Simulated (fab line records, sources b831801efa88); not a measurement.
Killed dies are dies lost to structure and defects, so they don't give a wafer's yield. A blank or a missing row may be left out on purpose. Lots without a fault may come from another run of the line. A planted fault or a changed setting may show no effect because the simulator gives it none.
Which tool did it? | flow sky130 | 13 lots, 37 wafers sampled, at 6 steps of a route of 708

WHAT THE GAUGES READ, wafer by wafer
SKY_CAP2M_RS_MEAS_03: measures by four-point-probe.
lot  | measured     | on            | CAP2M_TIN_RS (ohm/sq)
L901 | day 39 09:03 | film_metro-01 | 6.93 6.87 6.89
L902 | day 40 05:23 | film_metro-02 | 7.06 6.96 7.01
L903 | day 40 05:50 | film_metro-04 | 6.89 6.93 6.90
L906 | day 42 00:44 | film_metro-04 | 6.91 6.97
L909 | day 42 10:49 | film_metro-02 | 7.09 7.04
L911 | day 43 04:48 | film_metro-01 | 6.80 6.80 6.78
L914 | day 43 12:44 | film_metro-02 | 6.99 7.05 7.01
L915 | day 43 16:51 | film_metro-04 | 6.89 6.86 6.83
L919 | day 44 16:01 | film_metro-04 | 7.00 6.97 7.02
L921 | day 45 13:03 | film_metro-02 | 7.04 7.03 7.00
L922 | day 45 17:21 | film_metro-02 | 6.97 7.04 6.96
L923 | day 45 22:07 | film_metro-04 | 7.01 6.98 7.00
L924 | day 46 01:36 | film_metro-02 | 6.84 6.76 6.91

SKY_METAL5_RS_MEAS_05: measures by four-point-probe.
lot  | measured     | on            | METAL5_ALCU_RS (ohm/sq)
L901 | day 42 13:31 | film_metro-04 | 0.02719 0.02722 0.02739
L902 | day 43 08:08 | film_metro-03 | 0.02676 0.02631 0.02665
L903 | day 43 08:26 | film_metro-03 | 0.02701 0.02692 0.02714
L906 | day 45 01:34 | film_metro-02 | 0.02689 0.0175
L909 | day 45 09:29 | film_metro-04 | 0.0272 0.01765
L911 | day 46 03:46 | film_metro-04 | 0.01774 0.0272 0.01754
L914 | day 46 09:46 | film_metro-04 | 0.02752 0.02737 0.02715
L915 | day 46 13:58 | film_metro-04 | 0.0272 0.02719 0.0271
L919 | day 47 11:32 | film_metro-02 | 0.02723 0.02738 0.02722
L921 | day 48 06:56 | film_metro-04 | 0.02762 0.02745 0.02752
L922 | day 48 09:17 | film_metro-04 | 0.02705 0.02712 0.02714
L923 | day 48 14:02 | film_metro-04 | 0.02688 0.02717 0.02699
L924 | day 48 16:56 | film_metro-02 | 0.02681 0.02675 0.02676

SKY_METAL5_THK_MEAS_06: measures by xrf.
lot  | measured     | on            | METAL5_ALCU_THK (nm)
L901 | day 42 13:38 | film_metro-04 | 1159 1153 1149
L902 | day 43 08:15 | film_metro-03 | 1180 1196 1186
L903 | day 43 08:33 | film_metro-03 | 1177 1178 1173
L906 | day 45 01:40 | film_metro-02 | 1178 1816
L909 | day 45 09:35 | film_metro-04 | 1157 1793
L911 | day 46 03:53 | film_metro-04 | 1781 1162 1811
L914 | day 46 09:53 | film_metro-04 | 1149 1150 1162
L915 | day 46 14:04 | film_metro-04 | 1167 1160 1166
L919 | day 47 11:40 | film_metro-02 | 1167 1153 1158
L921 | day 48 07:02 | film_metro-04 | 1144 1152 1144
L922 | day 48 09:24 | film_metro-04 | 1176 1166 1161
L923 | day 48 14:09 | film_metro-04 | 1179 1171 1172
L924 | day 48 17:02 | film_metro-02 | 1183 1184 1187

WHICH TOOL RAN EACH LOT (tool, then ch and the chambers of the sampled wafers, then the start)
lot  | SKY_METAL4_METAL_ETCH_18          | SKY_METAL5_SPUTTER_00        | SKY_METAL5_SPUTTER_02
L901 | rie_metal-02 ch 0,1, day 41 10:53 | pvd_sputter-03, day 42 13:20 | pvd_sputter-03, day 42 13:23
L902 | rie_metal-02 ch 0,1, day 42 06:17 | pvd_sputter-04, day 43 07:58 | pvd_sputter-04, day 43 08:01
L903 | rie_metal-02 ch 0,1, day 42 06:42 | pvd_sputter-01, day 43 08:16 | pvd_sputter-01, day 43 08:19
L906 | rie_metal-01 ch 0,1, day 43 23:49 | pvd_sputter-03, day 45 01:21 | pvd_sputter-03, day 45 01:24
L909 | rie_metal-03 ch 1, day 44 08:58   | pvd_sputter-03, day 45 09:17 | pvd_sputter-03, day 45 09:19
L911 | rie_metal-03 ch 0,1, day 45 03:38 | pvd_sputter-03, day 46 03:35 | pvd_sputter-03, day 46 03:38
L914 | rie_metal-03 ch 0,1, day 45 09:23 | pvd_sputter-01, day 46 09:36 | pvd_sputter-01, day 46 09:39
L915 | rie_metal-02 ch 0,1, day 45 14:09 | pvd_sputter-01, day 46 13:46 | pvd_sputter-01, day 46 13:49
L919 | rie_metal-03 ch 0,1, day 46 11:42 | pvd_sputter-04, day 47 11:22 | pvd_sputter-04, day 47 11:25
L921 | rie_metal-02 ch 0,1, day 47 07:27 | pvd_sputter-03, day 48 06:44 | pvd_sputter-03, day 48 06:47
L922 | rie_metal-03 ch 0,1, day 47 10:53 | pvd_sputter-03, day 48 09:07 | pvd_sputter-03, day 48 09:10
L923 | rie_metal-01 ch 0,1, day 47 15:20 | pvd_sputter-04, day 48 13:51 | pvd_sputter-04, day 48 13:54
L924 | rie_metal-03 ch 0,1, day 47 18:38 | pvd_sputter-01, day 48 16:44 | pvd_sputter-01, day 48 16:47
- SKY_METAL4_METAL_ETCH_18: etches the open film in Cl2/BCl3, stops on SiO2, target depth 845 nm, time 183.1 s.
- SKY_METAL5_SPUTTER_00: material Ti, target thk 15 nm, time 10 s.
- SKY_METAL5_SPUTTER_02: material AlCu, target thk 1150 nm, time 61.2 s.

WHAT THE TOOLS THEMSELVES READ (means of the sampled wafers that have a number; where no wafer has one, the mark that the record gives instead)
SKY_METAL4_METAL_ETCH_18.
lot  | tool         | bcl3_flow_sccm (sccm) | drypump_motor_current_A (A) | oes_product_au (a.u.) | throttle_valve_pct (%)
L901 | rie_metal-02 | 29.92                 | 6.1                         | 0.870                 | 22.268
L902 | rie_metal-02 | 30.09                 | 6.1                         | 0.870                 | 22.271
L903 | rie_metal-02 | 30.03                 | 5.9                         | 0.871                 | 22.266
L906 | rie_metal-01 | 30.06                 | 5.8                         | 0.874                 | 22.254
L909 | rie_metal-03 | 29.98                 | 5.1                         | 0.863                 | 22.262
L911 | rie_metal-03 | 30.08                 | 6.1                         | 0.867                 | 22.258
L914 | rie_metal-03 | 29.98                 | 5.6                         | 0.868                 | 22.272
L915 | rie_metal-02 | 29.95                 | 6.1                         | 0.868                 | 22.267
L919 | rie_metal-03 | 30.04                 | 6.1                         | 0.871                 | 22.270
L921 | rie_metal-02 | 30.03                 | 5.8                         | 0.871                 | 22.270
L922 | rie_metal-03 | 29.98                 | 5.6                         | 0.869                 | 22.263
L923 | rie_metal-01 | 29.92                 | 5.8                         | 0.868                 | 22.264
L924 | rie_metal-03 | 29.94                 | 6.1                         | 0.872                 | 22.270

SKY_METAL5_SPUTTER_00.
lot  | tool           | throttle_valve_pct (%)
L901 | pvd_sputter-03 | 30.5
L902 | pvd_sputter-04 | 29.4
L903 | pvd_sputter-01 | 29.8
L906 | pvd_sputter-03 | 30.3
L909 | pvd_sputter-03 | 30.2
L911 | pvd_sputter-03 | 30.0
L914 | pvd_sputter-01 | 30.2
L915 | pvd_sputter-01 | 30.4
L919 | pvd_sputter-04 | 30.5
L921 | pvd_sputter-03 | 30.3
L922 | pvd_sputter-03 | 30.6
L923 | pvd_sputter-04 | 29.6
L924 | pvd_sputter-01 | 29.4

SKY_METAL5_SPUTTER_02.
lot  | tool           | throttle_valve_pct (%)
L901 | pvd_sputter-03 | 30.4
L902 | pvd_sputter-04 | 29.6
L903 | pvd_sputter-01 | 29.7
L906 | pvd_sputter-03 | 30.5
L909 | pvd_sputter-03 | 30.3
L911 | pvd_sputter-03 | 30.0
L914 | pvd_sputter-01 | 30.1
L915 | pvd_sputter-01 | 30.6
L919 | pvd_sputter-04 | 30.5
L921 | pvd_sputter-03 | 30.4
L922 | pvd_sputter-03 | 30.5
L923 | pvd_sputter-04 | 29.4
L924 | pvd_sputter-01 | 29.3

THE ANSWER, worked out from the rows above alone
Rule: what is usual is taken from the lots themselves. Put in order of their means at a reading, lots are off if they are a third of the lots or fewer, leave a main group of 4 or more, and stand apart from it by a gap of 3 or more times the standard deviation of the main group's means; of several such gaps the widest counts. A main group whose means are all the same, to the digits that the tables above print for the reading, isn't used. A lot without any number at a reading at which 4 lots or more have one is off too. The other lots that the step has rows for count as sound. The gauges are gone through in route order, then the tools' own readings, and for those a lot's mean is taken as printed above. The first step at which some lot is off is used, and at that step the reading that is off furthest; a lot without a number counts as furthest.
Off: L906, L909, L911, at SKY_METAL5_RS_MEAS_05 (METAL5_ALCU_RS). The main group: mean 0.02711 ohm/sq, standard deviation 0.00027.
A tool fits if, at a process step before that reading, it ran every lot that is off, and no sound lot after the first of them. The gauges at SKY_METAL5_RS_MEAS_05 are tried like those tools. None of those tried fits.

WHAT THE SIMULATOR HAD PUT IN
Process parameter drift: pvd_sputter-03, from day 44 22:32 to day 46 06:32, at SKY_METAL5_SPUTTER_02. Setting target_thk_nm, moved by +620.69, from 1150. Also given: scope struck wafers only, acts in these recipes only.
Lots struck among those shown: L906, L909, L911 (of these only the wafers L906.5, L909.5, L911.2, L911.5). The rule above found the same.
